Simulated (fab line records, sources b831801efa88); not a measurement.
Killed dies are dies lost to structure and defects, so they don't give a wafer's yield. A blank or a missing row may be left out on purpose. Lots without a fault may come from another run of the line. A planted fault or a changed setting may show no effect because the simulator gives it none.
Which tool did it? | flow gf180mcu | 11 lots, 33 wafers sampled, at 3 steps of a route of 602

WHAT THE GAUGES READ, wafer by wafer
GF_PSD_RS_MEAS_15: measures by four-point-probe.
lot  | measured     | on            | PSD_RS (ohm/sq)
L930 | day 14 18:41 | film_metro-02 | 108.58 108.56 108.44
L931 | day 14 20:07 | film_metro-04 | 108.82 108.69 108.53
L937 | day 16 15:19 | film_metro-03 | 113.68 113.87 113.91
L938 | day 17 03:56 | film_metro-03 | 108.41 108.63 108.50
L939 | day 17 23:04 | film_metro-04 | 113.40 113.41 113.86
L947 | day 20 07:08 | film_metro-03 | 108.29 108.66 108.10
L949 | day 21 05:23 | film_metro-02 | 108.27 108.36 108.18
L950 | day 21 07:40 | film_metro-03 | 108.52 108.74 108.62
L951 | day 21 16:55 | film_metro-02 | 108.18 108.73 108.30
L952 | day 22 01:06 | film_metro-03 | 108.74 108.40 108.80
L953 | day 22 07:17 | film_metro-03 | 108.66 108.57 108.50

WHICH TOOL RAN EACH LOT (tool, then ch and the chambers of the sampled wafers, then the start)
lot  | GF_PSD_IMPLANT_09               | GF_PSD_STRIP_10
L930 | implanter-04 ch 0, day 14 18:08 | plasma_asher-02 ch 0,1, day 14 18:16
L931 | implanter-03 ch 0, day 14 19:33 | plasma_asher-02 ch 0,1, day 14 19:42
L937 | implanter-04 ch 0, day 16 14:45 | plasma_asher-02 ch 0,1, day 16 14:53
L938 | implanter-02 ch 0, day 17 03:23 | plasma_asher-01 ch 0,1, day 17 03:31
L939 | implanter-04 ch 0, day 17 22:22 | plasma_asher-02 ch 0,1, day 17 22:31
L947 | implanter-03 ch 0, day 20 06:34 | plasma_asher-04 ch 0,1, day 20 06:43
L949 | implanter-04 ch 0, day 21 04:49 | plasma_asher-01 ch 0,1, day 21 04:57
L950 | implanter-04 ch 0, day 21 07:06 | plasma_asher-02 ch 0,1, day 21 07:15
L951 | implanter-03 ch 0, day 21 16:21 | plasma_asher-04 ch 0,1, day 21 16:30
L952 | implanter-02 ch 0, day 22 00:32 | plasma_asher-01 ch 1, day 22 00:40
L953 | implanter-04 ch 0, day 22 06:43 | plasma_asher-04 ch 0,1, day 22 06:52
- GF_PSD_IMPLANT_09
- GF_PSD_STRIP_10: strips in O2/N2.

WHAT THE TOOLS THEMSELVES READ (means of the sampled wafers that have a number; where no wafer has one, the mark that the record gives instead)
GF_PSD_IMPLANT_09.
lot  | tool         | dose_ions_cm2 | faraday_current_uA | tilt_deg (degrees)
L930 | implanter-04 | 1.5e+15       | 8291               | 6.997
L931 | implanter-03 | 1.5e+15       | 8288               | 6.997
L937 | implanter-04 | 1.3e+15       | 7388               | 7.015
L938 | implanter-02 | 1.5e+15       | 8104               | 7.009
L939 | implanter-04 | 1.3e+15       | 7308               | 6.991
L947 | implanter-03 | 1.5e+15       | 8269               | 6.981
L949 | implanter-04 | 1.5e+15       | 8216               | 6.988
L950 | implanter-04 | 1.5e+15       | 8262               | 7.016
L951 | implanter-03 | 1.5e+15       | 8369               | 6.993
L952 | implanter-02 | 1.5e+15       | 8106               | 7.009
L953 | implanter-04 | 1.5e+15       | 8209               | 7.000

GF_PSD_STRIP_10.
lot  | tool            | drypump_motor_current_A (A) | heater_power_w (W) | oes_product_au (a.u.) | strip_time_to_endpoint_s (s)
L930 | plasma_asher-02 | 5.0                         | 350                | 0.596                 | 16.50
L931 | plasma_asher-02 | 5.0                         | 350                | 0.591                 | 16.49
L937 | plasma_asher-02 | 4.8                         | 349                | 0.604                 | 16.12
L938 | plasma_asher-01 | 5.4                         | 368                | 0.593                 | 16.53
L939 | plasma_asher-02 | 4.8                         | 350                | 0.598                 | 16.15
L947 | plasma_asher-04 | 5.8                         | 324                | 0.592                 | 16.51
L949 | plasma_asher-01 | 5.8                         | 350                | 0.596                 | 16.48
L950 | plasma_asher-02 | 4.9                         | 354                | 0.595                 | 16.48
L951 | plasma_asher-04 | 6.1                         | 325                | 0.592                 | 16.50
L952 | plasma_asher-01 | 5.1                         | 390                | 0.596                 | 16.51
L953 | plasma_asher-04 | 5.8                         | 328                | 0.590                 | 16.48

THE ANSWER, worked out from the rows above alone
Rule: what is usual is taken from the lots themselves. Put in order of their means at a reading, lots are off if they are a third of the lots or fewer, leave a main group of 4 or more, and stand apart from it by a gap of 3 or more times the standard deviation of the main group's means; of several such gaps the widest counts. A main group whose means are all the same, to the digits that the tables above print for the reading, isn't used. A lot without any number at a reading at which 4 lots or more have one is off too. The other lots that the step has rows for count as sound. The gauges are gone through in route order, then the tools' own readings, and for those a lot's mean is taken as printed above. The first step at which some lot is off is used, and at that step the reading that is off furthest; a lot without a number counts as furthest.
Off: L937, L939, at GF_PSD_RS_MEAS_15 (PSD_RS). The main group: mean 108.51 ohm/sq, standard deviation 0.13.
A tool fits if, at a process step before that reading, it ran every lot that is off, and no sound lot after the first of them. The gauges at GF_PSD_RS_MEAS_15 aren't tried: what is off there is off at GF_PSD_IMPLANT_09 too, on other tools, and a gauge's error can't cause that. None of those tried fits.

WHAT THE SIMULATOR HAD PUT IN
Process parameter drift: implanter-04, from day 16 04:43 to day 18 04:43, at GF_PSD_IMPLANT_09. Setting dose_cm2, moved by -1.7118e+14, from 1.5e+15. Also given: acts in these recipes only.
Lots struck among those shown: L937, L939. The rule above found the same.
